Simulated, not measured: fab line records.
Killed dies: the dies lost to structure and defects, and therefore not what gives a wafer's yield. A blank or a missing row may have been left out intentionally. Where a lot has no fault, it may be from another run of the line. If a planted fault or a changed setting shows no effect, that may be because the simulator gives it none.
A struck lot beside a sound one :: flow sky130 :: 17 out of 708 route steps
Sound: these wafers, L374.1, L374.4, L374.5. Wafers L383.2, L383.3, L383.5 were the ones struck. The cause is named last.
For every step that has rows: the tool of each side, followed by ch and its chambers, followed by its first start. Under that, the readings that differ: sound wafers :: struck wafers :: difference of the means :: sigmas: that difference in standard deviations of wafers without a fault.
alike: readings with means less than 2 such deviations apart, plus words and numbers identical on both sides. not compared: withheld readings, readings lacking a value on some wafer, bounds such as >300 that could conceal the same value, and numbers that have no deviation in the record and whose values overlap.
Wherever a step has rows on one side only, a row that says differs or no value, or a row with sigmas, the two part there. Numbers that don't overlap but have no deviation are shown without sigmas and don't part them. A reading missing from all wafers of one side parts the sides only when that side holds two or more wafers.

first, 1 step without rows for these wafers: SKY_LDD_HVP_IMPLANT_08.
SKY_LDD_HVP_STRIP_09: strips in O2/N2.
  sound on plasma asher-02 ch 0, day 22 04:17; struck on plasma asher-01 ch 1, day 26 04:38
  alike: drypump motor current A, o2 flow sccm, oes product au, strip time to endpoint s
  not compared: rf hours counter h
SKY_LDD_HVP_TW_MEAS_10:
  sound on film metro-03, day 22 04:23; struck on film metro-01, day 26 04:45
  alike: LDD_HVP_TW
then, 7 steps without rows for these wafers: SKY_LDD_LDN_DEHYDRATE_00 (time 60 s); SKY_LDD_LDN_HMDS_01 (prime time 60 s); SKY_LDD_LDN_COAT_02 (resist thk 1140 nm); SKY_LDD_LDN_SOFTBAKE_03 (time 60 s); SKY_LDD_LDN_EXPOSE_04 (exposes mask LDNTM, target cd 700 nm); SKY_LDD_LDN_PEB_05; SKY_LDD_LDN_DEVELOP_06 (develop time 60 s).
SKY_LDD_LDN_OVL_MEAS_07:
  sound on overlay-02, day 23 09:44; struck on overlay-02, day 27 09:41
  alike: LDD_LDN_OVL
next, for these wafers, 1 step has no rows: SKY_LDD_LDN_IMPLANT_08.
SKY_LDD_LDN_IMPLANT_09:
  sound on implanter-01 ch 0, day 23 09:55; struck on implanter-03, day 27 09:53
  no value came back on the struck wafers for any of 6 readings (beam energy keV, beam on s (s) and others); on the sound wafers beam energy keV reads 14.998 14.997 14.995
then, 2 steps without rows for these wafers: SKY_LDD_LDN_IMPLANT_10; SKY_LDD_LDN_IMPLANT_11.
SKY_LDD_LDN_STRIP_12: strips in O2/N2.
  sound on plasma asher-01 ch 1, day 23 10:22; struck on plasma asher-01 ch 0,1, day 27 10:19
  alike: drypump motor current A, o2 flow sccm, oes product au, strip time to endpoint s
  not compared: rf hours counter h
SKY_LDD_LDN_TW_MEAS_13:
  sound on film metro-01, day 23 10:28; struck on film metro-01, day 27 10:40
reading: LDD_LDN_TW
sound: 1480 1480 1478
struck: 1357 1352 1352
difference: -126
sigmas: -13
  not compared: hold

== WHERE THEY PART ==
At SKY_LDD_LDN_IMPLANT_09 first; at SKY_LDD_LDN_TW_MEAS_13 last (within this record only).

WHY: what the simulator had put in
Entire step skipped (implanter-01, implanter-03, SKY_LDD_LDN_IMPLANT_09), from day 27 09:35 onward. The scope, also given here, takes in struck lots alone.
